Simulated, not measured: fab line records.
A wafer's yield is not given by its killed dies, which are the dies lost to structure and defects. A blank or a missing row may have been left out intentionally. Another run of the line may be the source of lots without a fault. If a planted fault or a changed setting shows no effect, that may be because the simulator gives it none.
A lot that was struck, set against a sound lot / flow sky130 / 14 out of 708 route steps
Sound: the wafers L877.1, L877.2, L877.3. Wafers struck: L885.1, L885.4, L885.5. The cause is named last.
Order at every step that has rows: each side's tool, ch and its chambers, its first start. Under that, the readings that differ: sound wafers / struck wafers / difference of the means / sigmas: that difference in standard deviations of wafers without a fault.
alike: readings whose means differ by less than 2 such deviations, and words and numbers that are the same on both sides. not compared: withheld readings, readings that some wafer has no value for, bounds like >300 that may hide the same value, and numbers for which the record gives no deviation and whose values overlap.
A row with sigmas, a row that says differs or no value, or rows on one side alone: a step with any of these is where the two part. When numbers do not overlap yet have no deviation, they are printed without sigmas and do not part them. A reading that every wafer of one side lacks parts them only if that side has two wafers or more.

first, 2 steps without rows for these wafers: SKY_LDD_LDN_PEB_05; SKY_LDD_LDN_DEVELOP_06 (develop time 60 s).
SKY_LDD_LDN_OVL_MEAS_07:
  sound on overlay-02, day 24 15:36; struck on overlay-02, day 27 09:07
  alike: LDD_LDN_OVL
then, 4 steps without rows for these wafers: SKY_LDD_LDN_IMPLANT_08; SKY_LDD_LDN_IMPLANT_09; SKY_LDD_LDN_IMPLANT_10; SKY_LDD_LDN_IMPLANT_11.
SKY_LDD_LDN_STRIP_12: strips in O2/N2.
  sound on plasma_asher-04 ch 0,1, day 24 16:14; struck on plasma_asher-01 ch 1, day 27 09:45
  alike: drypump_motor_current_A, oes_product_au, strip_time_to_endpoint_s
  not compared: rf_hours_counter_h
SKY_LDD_LDN_TW_MEAS_13:
  sound on film_metro-03, day 24 16:20; struck on film_metro-01, day 27 09:51
  alike: LDD_LDN_TW
then, 2 steps without rows for these wafers: SKY_LDD_LDN_CLEAN_14 (cleans in SC1/SC2, time 150 s); SKY_SPACER_CVD_00 (deposits Si3N4 from DCS/NH3, target thk 43.1 nm, time 740 s).
SKY_SPACER_THK_MEAS_01:
  sound on film_metro-01, day 24 17:40; struck on film_metro-02, day 27 12:07
  alike: SPACER_CVD_00_THK
SKY_SPACER_ETCHBACK_02: etches Si3N4 in CH3F/O2, stops on SiO2, time 46.7 s, target depth 45 nm.
  sound on rie_diel-04 ch 0,2,3, day 24 17:43; struck on rie_diel-01 ch 1,2, day 27 12:10
  no value came back on the struck wafers for any of 6 readings (O2_flow_sccm (sccm), bias_w (W) and others); on the sound wafers O2_flow_sccm (sccm) reads 30.08 29.81 30.02
-- the record jumps here: 21 days lie between the struck wafers' starts before and after (it left off in module SPACER and takes up again in module PAD_OPEN, whose first step shown is number 708 of the route) --
SKY_PAD_OPEN_PROBE_99:
  sound on prober-01, day 46 23:51; struck on prober-01, day 48 18:18
reading=hold; sound=- - -; struck=await_dispo/3.4h/scrap await_dispo/3.4h/scrap await_dispo/3.4h/scrap; difference=no value on the sound wafers; sigmas=
reading=killed_at_front_end; sound=16 11 8; struck=428 440 421; difference=+418; sigmas=+95
reading=killed_at_other; sound=0 0 0; struck=1 0 3; difference=+1; sigmas=+2
reading=killed_dies; sound=85 86 87; struck=492 492 492; difference=+406; sigmas=+47
reading=killed_on_rim; sound=25 18 20; struck=96 96 96; difference=+75; sigmas=+21
  alike: killed_at_M0_to_M3, killed_at_M4_up, killed_at_contacts, killed_open, killed_short

== WHERE THEY PART ==
At SKY_SPACER_ETCHBACK_02 first; at SKY_PAD_OPEN_PROBE_99 last (within this record only).

WHY: what the simulator had put in
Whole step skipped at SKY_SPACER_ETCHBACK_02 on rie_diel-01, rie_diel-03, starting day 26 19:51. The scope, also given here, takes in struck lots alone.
